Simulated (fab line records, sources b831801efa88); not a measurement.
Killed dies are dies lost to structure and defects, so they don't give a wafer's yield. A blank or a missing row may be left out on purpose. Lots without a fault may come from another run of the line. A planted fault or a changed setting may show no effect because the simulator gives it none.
fab line records | flow sky130
record lots=14 wafers=42 last_day=50
route steps=708 shown GATE_OXIDE@194 VIA3@597 CAP2M@605 PASSIVATION@682 PAD_OPEN@708
lots that met no fault: from a run of the same line without faults
start_h: hours from the record's first day to the start of the lot's first wafer shown | wait_h: hours since the lot's step before | " the same as in the row above | L1.1+2: a row that stands for several wafers | - no value, or no start given | * or withheld: withheld | < > ~ a bound
route shown NAME@n: a module of which the file shows steps, and the number in the route of the first | usual: mean/standard deviation of fault-free wafers | same: alike in all rows | chamber/n: place in a boat | sites: the reading at each site | _std_site: their standard deviation | _edge_site: outer sites' mean less inner sites' | radius_mm: how far each site lies from the wafer's centre | mask NAME#n: copy n | behind: the tool/chamber that last shaped the wafer | hold: why the lot was held/for how many hours/how that ended | device: the transistor (n, p or np) that didn't switch | end of line: the same wafers' tests at the end of the route | a step without rows: its recipe alone | killed: dies lost to structure and defects at the first sort, not the wafer's yield | map: a wafer's dies, x killed, . not, _ none there
set.NAME: the setting as run; set.NAME@STEP: as run at that earlier step | model.NAME: the simulator's own value behind a step, which no gauge read
steps of the route over a sample of lots; a table a step, a row a wafer
services: from which hour (start_h, from the record's first day; less than 0 if before it) a tool's chamber was out of use, for how many hours, and why
## steps
# step SKY_GATE_OXIDE_EXPOSE_07
# recipe mask_id=LVOM na=0.6 source_shape=conventional sigma_outer=0.6 polarization=unpolarized target_cd_nm=600 dose_mj=170
# columns lot.wafer tool chamber start_h wait_h mask
L161.1+5+6 iline_stepper-01 0 292.21 - LVOM#0
L162.2+4+6 iline_stepper-01 0 302.68 - LVOM#0
L163.1+4+5 iline_stepper-01 0 313.91 - LVOM#0
L164.1+2+3 iline_stepper-02 0 318.69 - LVOM#0
L166.2+3+4 iline_stepper-01 0 335.17 - LVOM#0
L174.1+2+5 iline_stepper-02 0 397.38 - LVOM#0
L175.4+5+6 iline_stepper-01 0 407.06 - LVOM#0
L176.2+3+6 iline_stepper-01 0 415.98 - LVOM#0
L177.2+3+4 iline_stepper-01 0 439.18 - LVOM#0
L179.1+2+4 iline_stepper-02 0 453.03 - LVOM#0
L180.3+5+6 iline_stepper-01 0 464.63 - LVOM#0
L181.1+5+6 iline_stepper-02 0 465.40 - LVOM#0
L182.1+2+3 iline_stepper-01 0 469.15 - LVOM#0
L184.2+4+6 iline_stepper-01 0 489.42 - LVOM#0
# step SKY_VIA3_CMP_24
# recipe stop_on=SiO2 t_overpolish_s=20 down_force_psi=3.5 platen_rpm=60 target_thk_nm=0 pad_velocity_m_s=0.94248
# usual motor_current_A=10.8/0.79 overpolish_run_s=20.000/0.0094 time_to_endpoint_s=98/3.5
# same t_overpolish_s=20
# columns lot.wafer tool chamber start_h wait_h motor_current_A overpolish_run_s time_to_endpoint_s
L161.1 cmp-02 1 926.55 0.2 10.7 19.999 96
L161.5 " 2 " " 10.1 19.991 97
L161.6 " 3 " " 11.6 19.997 96
L162.4 cmp-01 0 933.60 0.0 10.5 19.994 91
L162.2 " 1 " " 12.8 19.993 97
L162.6 " 1 " " 12.5 20.008 101
L163.1 cmp-01 0 946.83 0.1 11.3 20.010 96
L163.5 " 0 " " 11.2 20.000 93
L164.2 cmp-01 2 952.08 0.1 10.7 20.007 101
L164.3 " 3 " " 9.5 20.019 99
L164.1 " 0 " " 10.5 20.004 93
L166.3 cmp-02 1 974.14 3.3 10.8 20.002 102
L174.1 cmp-02 1 1015.15 0.1 10.6 19.980 99
L174.2 " 2 " " 10.8 20.012 101
L174.5 " 1 " " 11.0 20.001 100
L175.4 cmp-01 3 1027.00 0.2 9.9 19.994 103
L175.5 " 0 " " 10.4 20.009 96
L175.6 " 1 " " 12.0 20.000 104
L176.2 cmp-02 3 1029.33 0.1 11.4 19.997 95
L176.3 " 0 " " 9.9 20.014 97
L176.6 " 2 " " 11.1 19.999 97
L177.3 cmp-02 0 1048.37 0.0 10.3 19.987 94
L177.4 " 1 " " 10.7 19.999 99
L177.2 " 2 " " 10.5 20.026 96
L179.1 cmp-02 3 1060.31 0.1 11.5 20.014 94
L179.4 " 0 " " 9.7 20.002 92
L179.2 " 1 " " 10.5 19.995 96
L181.1 cmp-01 1 1063.56 0.1 11.5 19.998 102
L181.5 " 1 " " 11.7 19.999 102
L181.6 " 2 " " 10.4 19.998 102
L180.3 cmp-01 2 1069.22 0.2 10.3 20.001 98
L180.6 " 3 " " 9.8 19.998 97
L180.5 " 0 " " 10.3 19.995 90
L182.3 cmp-02 1 1071.12 0.0 10.8 19.995 97
L182.2 " 2 " " 11.0 20.015 95
L182.1 " 0 " " 9.9 20.002 92
L184.2 cmp-02 2 1082.62 0.5 10.5 20.012 96
L184.4 " 0 " " 9.8 19.995 95
L184.6 " 1 " " 10.8 20.004 99
# step SKY_CAP2M_SPUTTER_02
# recipe material=TiN target_thk_nm=200 temp_c=300 power_w=6500 time_s=166.7 chamber_pressure_pa=0.4
# usual chamber_pressure_pa=0.4001/0.00085 throttle_valve_pct=30.6/0.81
# columns lot.wafer tool chamber start_h wait_h chamber_pressure_pa throttle_valve_pct
L161.1 pvd_sputter-01 - 926.94 0.1 0.4013 31.7
L161.5 " - " " 0.4015 29.6
L161.6 " - " " 0.4003 31.5
L162.2 pvd_sputter-04 - 934.14 0.0 0.4004 30.3
L162.4 " - " " 0.3999 29.5
L162.6 " - " " 0.4009 30.4
L163.1 pvd_sputter-01 - 947.31 0.1 0.4006 31.7
L163.5 " - " " 0.3998 30.5
L164.1 pvd_sputter-03 - 952.64 0.1 0.3992 30.5
L164.2 " - " " 0.4006 30.6
L164.3 " - " " 0.4010 30.6
L166.3 pvd_sputter-04 - 974.63 0.0 0.4008 29.3
L174.1 pvd_sputter-01 - 1015.66 0.1 0.4002 31.5
L174.2 " - " " 0.3998 29.9
L174.5 " - " " 0.3993 29.7
L175.4 pvd_sputter-04 - 1027.39 0.0 0.3985 31.9
L175.5 " - " " 0.4006 31.2
L175.6 " - " " 0.3985 29.3
L176.2 pvd_sputter-01 - 1029.77 0.0 0.3996 29.9
L176.3 " - " " 0.4010 31.4
L176.6 " - " " 0.4018 30.4
L177.2 pvd_sputter-03 - 1048.90 0.0 0.4004 31.0
L177.3 " - " " 0.4001 30.7
L177.4 " - " " 0.4001 30.8
L179.1 pvd_sputter-04 - 1060.80 0.1 0.3994 31.9
L179.2 " - " " 0.3983 30.4
L179.4 " - " " 0.4008 30.7
L181.1 pvd_sputter-01 - 1064.10 0.1 0.4002 30.3
L181.5 " - " " 0.4007 31.9
L181.6 " - " " 0.4006 30.1
L180.3 pvd_sputter-04 - 1069.60 0.0 0.3997 32.0
L180.5 " - " " 0.3987 29.5
L180.6 " - " " 0.4001 31.9
L182.1 pvd_sputter-04 - 1071.66 0.1 0.4002 30.9
L182.2 " - " " 0.3982 32.3
L182.3 " - " " 0.3994 30.3
L184.2 pvd_sputter-04 - 1083.11 0.0 0.3985 30.9
L184.4 " - " " 0.3997 32.2
L184.6 " - " " 0.3998 31.0
# step SKY_PASSIVATION_THK_MEAS_01
# recipe reads=SiO2_of_PASSIVATION_CVD_00
# usual PASSIVATION_CVD_00_THK=89.6/1.3
# columns lot.wafer tool chamber start_h wait_h PASSIVATION_CVD_00_THK[nm]
L161.1 film_metro-04 - 1028.22 - 88.1
L161.5 " - " " 88.5
L161.6 " - " " 90.0
L162.2 film_metro-03 - 1032.80 - 89.2
L162.4 " - " " 89.8
L162.6 " - " " 90.2
L163.1 film_metro-04 - 1043.51 - 89.0
L163.5 " - " " 91.0
L164.1 film_metro-04 - 1052.29 - 90.1
L164.2 " - " " 87.9
L164.3 " - " " 89.8
L166.3 film_metro-02 - 1068.15 - 90.1
L174.1 film_metro-04 - 1105.28 - 90.2
L174.2 " - " " 89.8
L174.5 " - " " 90.5
L175.4 film_metro-02 - 1115.58 - 90.7
L175.5 " - " " 90.8
L175.6 " - " " 88.8
L176.2 film_metro-04 - 1118.57 - 89.9
L176.3 " - " " 90.2
L176.6 " - " " 91.0
L177.2 film_metro-03 - 1133.69 - 89.8
L177.3 " - " " 90.3
L177.4 " - " " 91.7
L179.1 film_metro-04 - 1145.55 - 89.3
L179.2 " - " " 88.6
L179.4 " - " " 91.8
L181.1 film_metro-02 - 1147.86 - 90.0
L181.5 " - " " 90.6
L181.6 " - " " 91.0
L180.3 film_metro-03 - 1151.60 - 89.7
L180.5 " - " " 90.4
L180.6 " - " " 91.0
L182.1 film_metro-03 - 1154.51 - 87.6
L182.2 " - " " 88.9
L182.3 " - " " 88.4
L184.2 film_metro-03 - 1165.37 - 88.5
L184.4 " - " " 89.0
L184.6 " - " " 89.7
# step SKY_PAD_OPEN_PROBE_99
# usual killed_at_M0_to_M3=45/6.6 killed_at_M4_up=3.1/1.6 killed_at_contacts=24/5 killed_at_front_end=14/4.4 killed_at_other=0.3/0.58 killed_dies=87/9.2 killed_on_rim=17/3.6 killed_open=47/6.7 killed_short=40/6.4
# same gross_dies=492 killed_at_back_side=0
# columns lot.wafer tool chamber start_h wait_h killed_at_M0_to_M3 killed_at_M4_up killed_at_contacts killed_at_front_end killed_at_other killed_dies killed_on_rim killed_open killed_short
L163.1 prober-01 - 1088.12 0.1 45 0 24 18 1 88 17 41 47
L163.4 prober-01 - 1088.27 0.2 44 1 26 417 0 488 94 46 41
L163.5 prober-01 - 1088.32 0.2 38 3 33 16 0 90 17 44 46
L166.2 prober-02 - 1110.27 0.1 42 1 24 424 0 491 95 49 34
L166.3 prober-02 - 1110.32 0.2 50 4 23 19 0 96 17 48 48
L166.4 prober-02 - 1110.37 0.2 37 2 32 417 0 488 94 51 33
L174.1 prober-02 - 1146.13 0.1 51 1 24 13 0 89 12 51 38
L174.2 prober-02 - 1146.18 0.1 50 2 24 11 0 87 20 48 39
L175.4 prober-01 - 1155.06 0.2 54 2 27 11 0 94 15 52 42
L175.5 prober-01 - 1155.11 0.2 46 3 22 9 1 81 12 41 40
L175.6 prober-01 - 1155.16 0.2 45 4 23 12 0 84 12 42 41
L176.2 prober-02 - 1157.16 0.1 47 2 27 18 1 95 16 62 33
L176.3 prober-02 - 1157.21 0.2 48 4 23 14 0 89 16 45 44
L176.6 prober-02 - 1157.36 0.2 41 4 31 23 0 99 21 50 49
L180.3 prober-01 - 1187.74 0.2 49 4 39 18 1 111 26 64 47
L180.5 prober-01 - 1187.84 0.2 56 3 31 16 1 107 14 55 52
L180.6 prober-01 - 1187.89 0.2 55 5 32 14 0 106 18 59 47
L182.1 prober-02 - 1190.41 0.1 41 1 15 15 0 72 15 34 38
L182.2 prober-02 - 1190.46 0.1 43 3 26 10 0 82 14 46 36
L182.3 prober-02 - 1190.51 0.2 41 1 22 13 0 77 18 41 36
L184.2 prober-02 - 1200.75 0.1 48 3 25 14 0 90 18 49 41
L184.4 prober-02 - 1200.85 0.2 44 3 26 10 1 84 16 47 37
L184.6 prober-02 - 1200.95 0.2 50 2 25 5 0 82 14 35 47
# killed by level:class
L163.1 METAL1:geometric_particle:short=9 CONTACT:geometric_particle:open=7 VIA1:geometric_particle:open=7 METAL2:geometric_particle:short=7 POLY_GATE:geometric_particle:short=5 LOCAL_INTERCONNECT:geometric_particle:short=5 CONTACT:geometric_particle:short=5 FIELD_ISO:geometric_particle:open=4
L163.4 GATE_OXIDE:area_expose=401 CONTACT:geometric_particle:open=8 VIA1:geometric_particle:open=7 CONTACT:geometric_particle:short=7 VIA2:geometric_particle:open=7 VIA3:geometric_particle:open=6 METAL1:geometric_particle:short=6 LI_CONTACT:geometric_particle:open=5
L163.5 CONTACT:geometric_particle:open=9 LOCAL_INTERCONNECT:geometric_particle:short=8 CONTACT:geometric_particle:short=8 VIA3:geometric_particle:open=7 LI_CONTACT:geometric_particle:open=7 FIELD_ISO:geometric_particle:open=6 METAL2:geometric_particle:short=6 VIA2:geometric_particle:short=5
L166.2 GATE_OXIDE:area_expose=408 VIA1:geometric_particle:open=12 CONTACT:geometric_particle:open=8 LOCAL_INTERCONNECT:geometric_particle:short=6 METAL1:geometric_particle:short=6 VIA2:geometric_particle:open=6 LI_CONTACT:geometric_particle:open=5 METAL2:geometric_particle:short=5
L166.3 LI_CONTACT:geometric_particle:open=11 METAL1:geometric_particle:short=11 CONTACT:geometric_particle:open=9 VIA1:geometric_particle:short=9 FIELD_ISO:geometric_particle:short=7 VIA2:geometric_particle:open=6 VIA1:geometric_particle:open=6 POLY_GATE:geometric_particle:short=4
L166.4 GATE_OXIDE:area_expose=404 CONTACT:geometric_particle:open=14 VIA3:geometric_particle:open=8 LI_CONTACT:geometric_particle:open=7 VIA1:geometric_particle:open=7 CONTACT:geometric_particle:short=6 FIELD_ISO:geometric_particle:open=5 METAL1:geometric_particle:short=5
L174.1 VIA1:geometric_particle:open=12 CONTACT:geometric_particle:open=8 CONTACT:geometric_particle:short=6 VIA3:geometric_particle:open=6 VIA1:geometric_particle:short=6 VIA2:geometric_particle:open=6 FIELD_ISO:geometric_particle:open=4 POLY_GATE:geometric_particle:open=4
L174.2 VIA1:geometric_particle:open=13 CONTACT:geometric_particle:open=13 METAL2:geometric_particle:short=8 VIA1:geometric_particle:short=6 VIA2:geometric_particle:open=6 CONTACT:geometric_particle:short=5 VIA3:geometric_particle:open=5 METAL1:geometric_particle:short=4
L175.4 VIA1:geometric_particle:open=12 CONTACT:geometric_particle:open=9 VIA2:geometric_particle:open=9 LOCAL_INTERCONNECT:geometric_particle:short=7 VIA3:geometric_particle:open=7 METAL1:geometric_particle:short=5 METAL2:geometric_particle:short=5 VIA2:geometric_particle:short=5
L175.5 VIA1:geometric_particle:open=12 CONTACT:geometric_particle:open=8 VIA2:geometric_particle:open=8 CONTACT:geometric_particle:short=7 VIA1:geometric_particle:short=5 VIA2:geometric_particle:short=5 METAL2:geometric_particle:short=4 METAL1:geometric_particle:short=4
L175.6 VIA1:geometric_particle:open=8 CONTACT:geometric_particle:open=8 METAL3:geometric_particle:short=8 LI_CONTACT:geometric_particle:open=7 VIA2:geometric_particle:open=5 VIA3:geometric_particle:open=5 POLY_GATE:geometric_particle:short=4 VIA1:geometric_particle:short=4
L176.2 CONTACT:geometric_particle:open=14 VIA2:geometric_particle:open=9 VIA1:geometric_particle:open=9 VIA3:geometric_particle:open=9 LI_CONTACT:geometric_particle:open=7 FIELD_ISO:geometric_particle:open=5 POLY_GATE:geometric_particle:open=5 METAL1:geometric_particle:short=5
L176.3 VIA2:geometric_particle:open=11 VIA1:geometric_particle:open=11 FIELD_ISO:geometric_particle:short=6 METAL3:geometric_particle:short=6 CONTACT:geometric_particle:open=6 METAL2:geometric_particle:short=6 LOCAL_INTERCONNECT:geometric_particle:short=5 FIELD_ISO:geometric_particle:open=4
L176.6 LI_CONTACT:geometric_particle:open=10 CONTACT:geometric_particle:short=8 FIELD_ISO:geometric_particle:open=7 CONTACT:geometric_particle:open=7 VIA2:geometric_particle:open=5 FIELD_ISO:geometric_particle:short=5 POLY_GATE:geometric_particle:short=5 VIA1:geometric_particle:short=5
L180.3 CONTACT:geometric_particle:open=12 VIA2:geometric_particle:open=12 FIELD_ISO:geometric_particle:open=8 LI_CONTACT:geometric_particle:short=7 CONTACT:geometric_particle:short=7 VIA1:geometric_particle:open=7 VIA3:geometric_particle:open=7 METAL1:geometric_particle:short=6
L180.5 CONTACT:geometric_particle:open=14 VIA1:geometric_particle:open=13 VIA1:geometric_particle:short=8 LI_CONTACT:geometric_particle:open=8 VIA2:geometric_particle:open=8 LOCAL_INTERCONNECT:geometric_particle:short=5 METAL1:geometric_particle:short=5 METAL2:geometric_particle:short=5
L180.6 VIA1:geometric_particle:open=16 CONTACT:geometric_particle:open=12 LI_CONTACT:geometric_particle:open=10 VIA2:geometric_particle:short=7 METAL1:geometric_particle:short=6 FIELD_ISO:geometric_particle:open=5 VIA1:geometric_particle:short=5 VIA2:geometric_particle:open=5
L182.1 CONTACT:geometric_particle:open=7 VIA1:geometric_particle:short=7 VIA1:geometric_particle:open=7 VIA3:geometric_particle:open=6 VIA2:geometric_particle:open=6 METAL1:geometric_particle:short=4 CONTACT:geometric_particle:short=4 VIA2:geometric_particle:short=4
L182.2 CONTACT:geometric_particle:open=10 LI_CONTACT:geometric_particle:open=7 METAL2:geometric_particle:short=7 VIA2:geometric_particle:open=7 VIA3:geometric_particle:open=6 LOCAL_INTERCONNECT:geometric_particle:short=5 VIA1:geometric_particle:open=5 VIA2:geometric_particle:short=5
L182.3 CONTACT:geometric_particle:open=11 METAL1:geometric_particle:short=8 VIA3:geometric_particle:open=8 VIA1:geometric_particle:open=6 CONTACT:geometric_particle:short=5 METAL2:geometric_particle:short=5 FIELD_ISO:geometric_particle:open=4 SPACER:geometric_particle:short=4
L184.2 LI_CONTACT:geometric_particle:open=9 CONTACT:geometric_particle:open=8 VIA1:geometric_particle:open=8 VIA1:geometric_particle:short=7 VIA3:geometric_particle:open=6 METAL1:geometric_particle:short=6 METAL2:geometric_particle:short=6 FIELD_ISO:geometric_particle:open=5
L184.4 CONTACT:geometric_particle:open=11 VIA1:geometric_particle:open=11 VIA1:geometric_particle:short=7 CONTACT:geometric_particle:short=6 VIA2:geometric_particle:open=6 LI_CONTACT:geometric_particle:open=5 METAL1:geometric_particle:short=5 POLY_GATE:geometric_particle:open=4
L184.6 CONTACT:geometric_particle:open=9 VIA1:geometric_particle:short=9 CONTACT:geometric_particle:short=8 METAL1:geometric_particle:short=8 VIA1:geometric_particle:open=8 VIA3:geometric_particle:open=7 METAL2:geometric_particle:short=7 VIA2:geometric_particle:open=4
## services
# columns tool chamber start_h hours kind
iline_stepper-01 - 273.09 1.7 pm
cmp-02 - 287.70 9.6 repair
cmp-02 - 314.44 1.5 repair
cmp-02 - 326.66 2.0 repair
cmp-02 - 328.78 0.5 repair
cmp-02 - 336.82 2.6 repair
cmp-02 - 412.27 1.5 repair
cmp-02 - 470.86 1.5 repair
iline_stepper-01 - 491.27 1.7 pm
cmp-02 - 503.83 13.0 pm
cmp-02 - 516.79 5.9 pm
cmp-02 - 523.69 1.1 repair
cmp-02 - 538.27 0.2 repair
cmp-02 - 572.22 4.0 pm
cmp-02 - 582.65 1.7 repair
iline_stepper-01 - 617.62 10.2 repair
iline_stepper-01 - 709.45 1.7 pm
iline_stepper-01 - 785.27 4.4 pm
iline_stepper-01 - 832.09 11.2 repair
cmp-02 - 859.24 5.6 pm
cmp-02 - 877.88 1.7 repair
cmp-02 - 883.69 5.8 pm
cmp-02 - 912.27 4.0 pm
iline_stepper-01 - 927.63 1.7 pm
## key
first_sign step=SKY_PAD_OPEN_PROBE_99 reading=killed_at_front_end direction=up sigmas=93 usual=14 struck=419
effect step=SKY_PAD_OPEN_PROBE_99 reading=killed_dies direction=up sigmas=44 usual=87 struck=489
more_kills_born_at SKY_GATE_OXIDE_EXPOSE_07@iline_stepper-01=1213
met_at SKY_GATE_OXIDE_EXPOSE_07
struck_lots L163,L166
struck_wafers L163.4,L166.2,L166.4
later_rows_left_out L163.4,L166.2,L166.4
tester_left_out L163,L166
not_acting_at SKY_VIA3_CMP_24,SKY_CAP2M_SPUTTER_02,SKY_PASSIVATION_THK_MEAS_01
onset_between 302.68 313.91
fault kind=process_parameter_drift tool=iline_stepper-01 chamber=- onset_h=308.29 steps=SKY_GATE_OXIDE_EXPOSE_07 channel=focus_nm offset=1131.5 shape=step end_h=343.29 scope=struck_wafers_only
# tester_left_out: of these lots the tester's yield and bins aren't shown, on N5 and GAA mostly nor the transistor test; their killed dies are dies lost to structure and defects alone, not to doping, threshold or leakage, so they don't give the yield
# later_rows_left_out: the simulator's readings of these wafers behind a module that went badly wrong aren't trusted and aren't shown, but for the sort
